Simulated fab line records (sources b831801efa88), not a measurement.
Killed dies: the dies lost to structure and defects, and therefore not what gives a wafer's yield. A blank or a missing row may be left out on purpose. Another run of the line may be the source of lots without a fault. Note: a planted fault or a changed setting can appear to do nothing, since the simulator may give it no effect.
Tool commonality check	flow gf180mcu	11 lots, 33 wafers sampled

== REASON IT WAS OPENED ==
Of 11 lots, 1 have the reading VT_IMPLANT_TW flagged at GF_VT_IMPLANT_TW_MEAS_10. No-fault wafers: 560, standard deviation 6.1.
Rule: flag the lot when none of its wafers has a number, or when each of its wafers that has one lies beyond 4 standard deviations from that mean. The rest of the lots are taken to be sound.

lot	measured	on	VT_IMPLANT_TW, wafer by wafer	flag
L855	day 5 14:02	filmMetro-01	558 551 554	
L856	day 5 20:30	filmMetro-03	557 553 556	
L859	day 6 15:16	filmMetro-03	562 559 561	
L860	day 6 19:40	filmMetro-03	560 559 560	
L862	day 7 10:50	filmMetro-04	30 30 30	FLAGGED
L870	day 9 11:42	filmMetro-04	565 564 565	
L873	day 10 05:33	filmMetro-03	558 555 556	
L874	day 10 11:35	filmMetro-03	559 555 557	
L875	day 10 17:54	filmMetro-01	552 551 546	
L876	day 10 22:33	filmMetro-04	562 566 563	
L878	day 11 11:16	filmMetro-03	555 554 558	
Average over the flagged lots: 30; offset from the usual -530, equal to -87 standard deviations.

== EACH LOT AND THE TOOL IT RAN ON ==
Before the reading, the record contains 4 process steps out of a 602-step route. Each cell gives the tool, then ch followed by the chambers the sampled wafers passed through, then the start.
lot	flag	GF_STI_ETCH_13	GF_STI_ETCH_14	GF_DNWELL_STRIP_08	GF_VT_IMPLANT_EXPOSE_04
L855		rieDiel-01 ch 1,2, day 2 01:17	rieSi-02 ch 0,3, day 2 01:22	plasmaAsher-03 ch 0,1, day 2 18:40	ilineStepper-01 ch 0, day 5 06:57
L856		rieDiel-04 ch 2,3, day 2 06:06	rieSi-01 ch 2,3, day 2 06:11	plasmaAsher-02 ch 0,1, day 2 23:16	ilineStepper-01 ch 0, day 5 12:17
L859		rieDiel-01 ch 1,2,3, day 2 22:12	rieSi-01 ch 2,3, day 2 22:17	plasmaAsher-03 ch 0,1, day 3 16:26	ilineStepper-01 ch 0, day 6 08:13
L860		rieDiel-03 ch 2,3, day 3 02:35	rieSi-02 ch 0,1,2, day 3 02:40	plasmaAsher-03 ch 0,1, day 3 21:07	ilineStepper-01 ch 0, day 6 12:23
L862	FLAGGED	rieDiel-03 ch 0,2,3, day 3 13:53	rieSi-01 ch 0,1,3, day 3 13:58	plasmaAsher-02 ch 0,1, day 4 07:20	ilineStepper-01 ch 0, day 7 03:05
L870		rieDiel-03 ch 0,1,3, day 5 07:29	rieSi-02 ch 1,2,3, day 5 07:34	plasmaAsher-01 ch 0,1, day 6 03:05	ilineStepper-01 ch 0, day 9 04:17
L873		rieDiel-01 ch 0,2, day 5 23:18	rieSi-02 ch 1,2, day 5 23:23	plasmaAsher-02 ch 0,1, day 6 19:05	ilineStepper-02 ch 0, day 9 20:50
L874		rieDiel-04 ch 1,3, day 6 03:47	rieSi-02 ch 0,1, day 6 03:52	plasmaAsher-02 ch 0,1, day 6 23:29	ilineStepper-01 ch 0, day 10 03:02
L875		rieDiel-04 ch 2,3, day 6 09:33	rieSi-02 ch 0,2, day 6 09:38	plasmaAsher-01 ch 1, day 7 06:26	ilineStepper-02 ch 0, day 10 09:57
L876		rieDiel-01 ch 1,2, day 6 13:14	rieSi-02 ch 1,3, day 6 13:19	plasmaAsher-03 ch 0,1, day 7 10:05	ilineStepper-01 ch 0, day 10 13:03
L878		rieDiel-04 ch 0,1,3, day 6 23:47	rieSi-01 ch 0,1,2, day 6 23:51	plasmaAsher-01 ch 0,1, day 7 20:20	ilineStepper-02 ch 0, day 11 01:51
What the steps here do:
- GF_STI_ETCH_13: etches the open film in CHF3/O2, stops on Si, target depth 282.31 nm, time 112.9 s.
- GF_STI_ETCH_14: etches Si in HBr/Cl2/O2, target depth 360 nm, time 102.9 s.
- GF_DNWELL_STRIP_08: strips in O2/N2.
- GF_VT_IMPLANT_EXPOSE_04: exposes mask LVPWELL LV AREA, target cd 600 nm.
- GF_VT_IMPLANT_TW_MEAS_10

== FLAGGED AGAINST TOTAL, ONE TOOL AT A TIME (gauges that did the reading follow at the end) ==
step	tool	lots run	flagged	share of the flagged lots	sound lots run after its first flagged lot
GF_STI_ETCH_13	rieDiel-01	4	0	none	-
GF_STI_ETCH_13	rieDiel-03	3	1	all	1 (L870)
GF_STI_ETCH_13	rieDiel-04	4	0	none	-
GF_STI_ETCH_14	rieSi-01	4	1	all	1 (L878)
GF_STI_ETCH_14	rieSi-02	7	0	none	-
GF_DNWELL_STRIP_08	plasmaAsher-01	3	0	none	-
GF_DNWELL_STRIP_08	plasmaAsher-02	4	1	all	2 (L873,L874)
GF_DNWELL_STRIP_08	plasmaAsher-03	4	0	none	-
GF_VT_IMPLANT_EXPOSE_04	ilineStepper-01	8	1	all	3 (L870,L874,L876)
GF_VT_IMPLANT_EXPOSE_04	ilineStepper-02	3	0	none	-
GF_VT_IMPLANT_TW_MEAS_10	filmMetro-01	2	0	none	-
GF_VT_IMPLANT_TW_MEAS_10	filmMetro-03	6	0	none	-
GF_VT_IMPLANT_TW_MEAS_10	filmMetro-04	3	1	all	2 (L870,L876)

== THE TABLE: WHAT IT ALLOWS ==
5 rows of the table ran every flagged lot: rieDiel-03 at GF_STI_ETCH_13, rieSi-01 at GF_STI_ETCH_14, plasmaAsher-02 at GF_DNWELL_STRIP_08, ilineStepper-01 at GF_VT_IMPLANT_EXPOSE_04, filmMetro-04 at GF_VT_IMPLANT_TW_MEAS_10.
- rieDiel-03 at GF_STI_ETCH_13 ran 3 lots, 1 of them flagged. Sound lots followed the first flagged one (L870) on it, something a lasting fault affecting the whole tool could not allow.
- rieSi-01 at GF_STI_ETCH_14 ran 4 lots, 1 of them flagged. Sound lots followed the first flagged one (L878) on it, something a lasting fault affecting the whole tool could not allow.
- plasmaAsher-02 at GF_DNWELL_STRIP_08 ran 4 lots, 1 of them flagged. Sound lots followed the first flagged one (L873, L874) on it, something a lasting fault affecting the whole tool could not allow.
- ilineStepper-01 at GF_VT_IMPLANT_EXPOSE_04 ran 8 lots, 1 of them flagged. Sound lots followed the first flagged one (L870, L874, L876) on it, something a lasting fault affecting the whole tool could not allow.
- filmMetro-04 at GF_VT_IMPLANT_TW_MEAS_10 ran 3 lots, 1 of them flagged. Sound lots followed the first flagged one (L870, L876) on it, something a lasting fault affecting the whole tool could not allow.
Every row of the table either missed a flagged lot or ran a sound lot after the first.

== WHAT HAD BEEN PUT IN BY THE SIMULATOR ==
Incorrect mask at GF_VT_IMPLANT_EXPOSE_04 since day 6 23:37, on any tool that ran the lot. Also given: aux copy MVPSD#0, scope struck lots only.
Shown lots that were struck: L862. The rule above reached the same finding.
